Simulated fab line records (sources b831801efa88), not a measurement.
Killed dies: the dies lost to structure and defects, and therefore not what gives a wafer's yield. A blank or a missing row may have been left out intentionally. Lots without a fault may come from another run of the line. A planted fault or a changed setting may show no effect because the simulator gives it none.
What tool caused it? | flow sky130 | 33 wafers from 11 lots sampled at 6 of the route's 708 steps

== WHAT EACH GAUGE READ, for each wafer ==
SKY_FIELD_ISO_BOW_MEAS_00. Usual: for INCOMING_BOW the level is 0 um and the standard deviation is 6.1.
lot  | measured    | on            | INCOMING_BOW (um) | flag
L361 | day 1 15:02 | film metro-03 | 5 1 -3            |
L362 | day 1 20:01 | film metro-03 | 0 7 -12           |
L363 | day 2 01:00 | film metro-02 | 1 -3 -3           |
L365 | day 2 11:00 | film metro-01 | 2 7 -3            |
L366 | day 2 16:00 | film metro-03 | 5 4 2             |
L367 | day 2 21:00 | film metro-01 | -4 6 -3           |
L375 | day 4 13:00 | film metro-02 | 1 9 1             |
L376 | day 4 18:01 | film metro-02 | 7 -7 9            |
L378 | day 5 04:01 | film metro-01 | -1 -13 8          |
L381 | day 5 19:00 | film metro-02 | 7 9 -2            |
L382 | day 6 00:00 | film metro-02 | 7 0 -3            |

SKY_NWELL_TW_MEAS_26. Usual: for NWELL_2_TW the level is 495.8 and the standard deviation is 3.
lot  | measured     | on            | NWELL_2_TW                    | flag
L361 | day 5 17:11  | film metro-01 | 497.7 497.9 498.6             |
L362 | day 5 19:29  | film metro-01 | 499.7 495.6 499.8             |
L363 | day 6 03:06  | film metro-01 | 494.4 493.0 492.8             |
L365 | day 6 22:48  | film metro-01 | 29.8 29.8 29.8 29.9 29.8 30.0 | OFF
L366 | day 6 21:58  | film metro-03 | 497.4 497.7 497.6             |
L367 | day 7 06:06  | film metro-04 | 489.9 492.2 492.6             |
L375 | day 9 03:09  | film metro-03 | 501.2 504.0 500.6             |
L376 | day 9 07:43  | film metro-04 | 496.4 493.2 496.2             |
L378 | day 9 19:04  | film metro-01 | 496.9 497.9 498.1             |
L381 | day 10 13:48 | film metro-03 | 495.7 491.4 493.9             |
L382 | day 10 17:45 | film metro-01 | 496.8 495.2 498.9             |

SKY_SONOS_ONO_CD_MEAS_13: target cd 410 nm. Usual: cd nm at 409.2 nm, with a standard deviation of 2.5.
lot  | measured     | on        | cd nm (nm)        | flag
L361 | day 13 00:45 | cd sem-01 | 409.0 408.0 408.2 |
L362 | day 13 03:17 | cd sem-01 | 409.2 410.3 409.0 |
L363 | day 13 13:04 | cd sem-02 | 407.2 408.9 406.8 |
L366 | day 14 15:28 | cd sem-02 | 414.7 414.5 414.4 |
L367 | day 15 03:55 | cd sem-01 | 410.1 411.1 410.5 |
L375 | day 17 18:19 | cd sem-02 | 411.5 411.1 412.4 |
L376 | day 18 03:20 | cd sem-02 | 409.6 407.7 409.9 |
L378 | day 18 19:38 | cd sem-02 | 408.8 409.1 409.6 |
L381 | day 19 23:52 | cd sem-01 | 415.5 413.4 413.8 |
L382 | day 20 03:55 | cd sem-02 | 408.7 409.8 408.0 |

SKY_GATE_OXIDE_THK_MEAS_02. Usual: for GATE_OXIDE_OXIDATION_00_THK the level is 10.21 nm and the standard deviation is 0.2.
lot  | measured     | on            | GATE_OXIDE_OXIDATION_00_THK (nm) | flag
L361 | day 13 04:05 | film metro-01 | 9.98 9.83 9.88                   |
L362 | day 13 06:40 | film metro-01 | 9.83 9.81 9.76                   |
L363 | day 13 16:13 | film metro-03 | 10.37 10.36 10.25                |
L366 | day 14 18:10 | film metro-04 | 10.18 10.27 10.19                |
L367 | day 15 07:01 | film metro-03 | 9.90 10.08 10.04                 |
L375 | day 17 20:32 | film metro-01 | 9.88 10.02 10.13                 |
L376 | day 18 06:00 | film metro-04 | 10.13 10.13 10.10                |
L378 | day 18 22:00 | film metro-04 | 10.53 10.28 10.29                |
L381 | day 20 02:09 | film metro-03 | 10.16 10.26 10.36                |
L382 | day 20 07:11 | film metro-01 | 10.33 10.34 10.43                |

== EACH LOT AND THE TOOL THAT RAN IT (in order: tool; ch and the chambers of the sampled wafers; start) ==
lot  | SKY_NWELL_STRIP_14                  | SKY_NWELL_STRIP_25
L361 | plasma asher-04 ch 0,1, day 4 22:50 | plasma asher-02 ch 0,1, day 5 17:07
L362 | plasma asher-02 ch 0,1, day 5 00:37 | plasma asher-01 ch 1, day 5 19:22
L363 | plasma asher-04 ch 0,1, day 5 07:46 | plasma asher-02 ch 1, day 6 03:00
L365 | plasma asher-04 ch 0,1, day 6 03:43 | plasma asher-04 ch 0,1, day 6 22:42
L366 | plasma asher-01 ch 0,1, day 6 02:57 | plasma asher-04 ch 0,1, day 6 21:52
L367 | plasma asher-02 ch 0,1, day 6 11:37 | plasma asher-04 ch 0,1, day 7 06:00
L375 | plasma asher-01 ch 0,1, day 8 06:30 | plasma asher-02 ch 0,1, day 9 03:03
L376 | plasma asher-01 ch 0,1, day 8 11:30 | plasma asher-01 ch 0,1, day 9 07:36
L378 | plasma asher-02 ch 0,1, day 8 22:04 | plasma asher-02 ch 0,1, day 9 18:57
L381 | plasma asher-04 ch 0,1, day 9 15:55 | plasma asher-02 ch 0,1, day 10 13:42
L382 | plasma asher-04 ch 0,1, day 9 19:06 | plasma asher-02 ch 0,1, day 10 17:39
- SKY_NWELL_STRIP_14: strips in O2/N2.
- SKY_NWELL_STRIP_25: strips in O2/N2.

== AS READ BY THE TOOLS THEMSELVES (means over the sampled wafers that have a number; for cases with no such wafer, the mark the record gives instead) ==
SKY_NWELL_STRIP_14. Usual: drypump motor current A 5.6 A, standard deviation 0.68; oes product au 0.722 a.u., standard deviation 0.0049; strip time to endpoint s 36.94 s, standard deviation 0.1.
lot  | tool            | drypump motor current A (A) | oes product au (a.u.) | strip time to endpoint s (s) | flag
L361 | plasma asher-04 | 5.4                         | 0.721                 | 37.03                        |
L362 | plasma asher-02 | 6.2                         | 0.722                 | 36.89                        |
L363 | plasma asher-04 | 5.9                         | 0.723                 | 37.00                        |
L365 | plasma asher-04 | 5.9                         | 0.944                 | -                            | OFF
L366 | plasma asher-01 | 4.9                         | 0.722                 | 36.95                        |
L367 | plasma asher-02 | 6.3                         | 0.722                 | 36.83                        |
L375 | plasma asher-01 | 4.9                         | 0.720                 | 37.01                        |
L376 | plasma asher-01 | 4.9                         | 0.727                 | 36.90                        |
L378 | plasma asher-02 | 6.2                         | 0.726                 | 36.91                        |
L381 | plasma asher-04 | 5.9                         | 0.723                 | 36.95                        |
L382 | plasma asher-04 | 5.4                         | 0.714                 | 37.03                        |

SKY_NWELL_STRIP_25. Usual: drypump motor current A 5.7 A, standard deviation 0.64; oes product au 0.722 a.u., standard deviation 0.0046; strip time to endpoint s 36.92 s, standard deviation 0.12.
lot  | tool            | drypump motor current A (A) | oes product au (a.u.) | strip time to endpoint s (s) | flag
L361 | plasma asher-02 | 6.2                         | 0.718                 | 36.85                        |
L362 | plasma asher-01 | 5.0                         | 0.721                 | 37.00                        |
L363 | plasma asher-02 | 6.4                         | 0.716                 | 36.85                        |
L365 | plasma asher-04 | 5.9                         | 0.727                 | 56.59                        | OFF
L366 | plasma asher-04 | 5.9                         | 0.722                 | 36.91                        |
L367 | plasma asher-04 | 5.9                         | 0.723                 | 36.78                        |
L375 | plasma asher-02 | 6.0                         | 0.722                 | 37.14                        |
L376 | plasma asher-01 | 4.9                         | 0.719                 | 37.03                        |
L378 | plasma asher-02 | 6.0                         | 0.723                 | 36.98                        |
L381 | plasma asher-02 | 6.0                         | 0.722                 | 37.04                        |
L382 | plasma asher-02 | 6.0                         | 0.724                 | 36.95                        |

== THE ANSWER, worked out from the rows above alone ==
Rule: take the mean of a lot's wafers that have a number; if it is more than 3 standard deviations from the usual mean, the lot is off. Also off: a lot with no number at a reading for which 4 or more lots have one. Any other lot the step has rows for is counted as sound. Order of review: gauges by route order, followed by the tools' own readings, for which a lot's mean as printed above is used. At the first step where some lot is off, the reading lying furthest off is the one used; lots without a number count as furthest.
Off: L365, at SKY_NWELL_TW_MEAS_26 (NWELL_2_TW).
A tool fits if, at a process step before that reading, it ran every lot that is off, and no sound lot after the first of them. The gauges at SKY_NWELL_TW_MEAS_26 aren't tried: what is off there is off at SKY_NWELL_STRIP_14 too, on other tools, and a gauge's error can't cause that. Of those tried, none fits.

== WHAT THE SIMULATOR HAD INSERTED ==
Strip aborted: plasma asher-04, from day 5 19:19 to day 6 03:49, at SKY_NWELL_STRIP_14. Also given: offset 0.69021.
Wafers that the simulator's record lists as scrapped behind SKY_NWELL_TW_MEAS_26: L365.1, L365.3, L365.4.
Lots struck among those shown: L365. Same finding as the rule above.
